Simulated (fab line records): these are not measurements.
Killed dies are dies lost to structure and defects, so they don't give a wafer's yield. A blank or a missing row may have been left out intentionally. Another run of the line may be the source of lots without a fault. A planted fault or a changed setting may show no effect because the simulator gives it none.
2 desks, one fault -- flow gf180mcu -- what lay behind the numbers comes last; until then each desk has only its own

## FROM THE METROLOGY DESK
What the gauges read, lot by lot, whatever tool the lot ran on: means of the sampled wafers that have a number. If a lot's mean is further than 4 standard deviations from the usual mean, the lot is out of limits and carries the mark OUT (the distance appears in the brackets).
Columns: A = V2_CVD_02_THK at GF_V2_THK_MEAS_03, usual 853 nm
lot,first seen here,A
L604,day 19 06:36,846
L605,day 19 19:52,854
L606,day 20 05:10,868
L607,day 20 16:27,854
L608,day 20 17:54,835
L610,day 21 10:25,862
L611,day 21 17:35,868
L613,day 22 13:15,869
L615,day 23 15:46,844
L616,day 23 17:05,851
L620,day 26 04:37,833
L621,day 26 05:56,858
L622,day 26 20:19,854
This desk's verdict: no lot among the 13 shows anything out of limits.

## FOR THE TOOL OWNER'S DESK: cmp-02
The tool's own readings at GF_V2_CMP_26 (polishes, stops on SiO2, t overpolish 15 s, target thk 0 nm): means of the sampled wafers that have a number, for each lot that ran on this tool. If a lot's mean is further than 4 standard deviations from the usual mean, the lot is out of limits and carries the mark OUT (the distance appears in the brackets).
Columns: A = motor-current-A at GF_V2_CMP_26, usual 11.0 A; B = overpolish-run-s at GF_V2_CMP_26, usual 15.001 s; C = time-to-endpoint-s at GF_V2_CMP_26, usual 83 s
lot,first seen here,A,B,C
L605,day 20 20:45,11.6,15.001,83
L606,day 21 06:37,11.5,15.001,78
L608,day 21 19:05,12.2,14.998,79
L611,day 22 18:25,11.2,15.002,79
L615,day 24 15:12,11.0,15.007,79
L616,day 24 17:19,11.5,15.000,79
L620,day 27 02:35,12.1,14.999,71
L621,day 27 04:50,11.3,15.003,63 (-5.1) OUT
L622,day 27 18:41,12.2,15.004,68
This desk's finding: out of limits on L621; first on L621, day 27 04:50 (time-to-endpoint-s at GF_V2_CMP_26). In limits: L605, L606, L608, L611, L615, L616, L620, L622.

## TAKEN TOGETHER
On L621, at day 27 04:50, an alarm was possible from the tool owner's desk.
From the metrology desk's view, nothing was out of limits.
The metrology desk has L621 on record, within its limits.
On cmp-02, each named lot ran GF_V2_CMP_26.

## WHAT WAS PUT IN BY THE SIMULATOR
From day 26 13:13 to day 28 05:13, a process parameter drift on cmp-02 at GF_V2_CMP_26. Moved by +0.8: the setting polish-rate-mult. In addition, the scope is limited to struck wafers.
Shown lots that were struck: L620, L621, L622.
Time in hours from fault onset to the first out-of-limits reading at each desk: the tool owner's desk, 16.
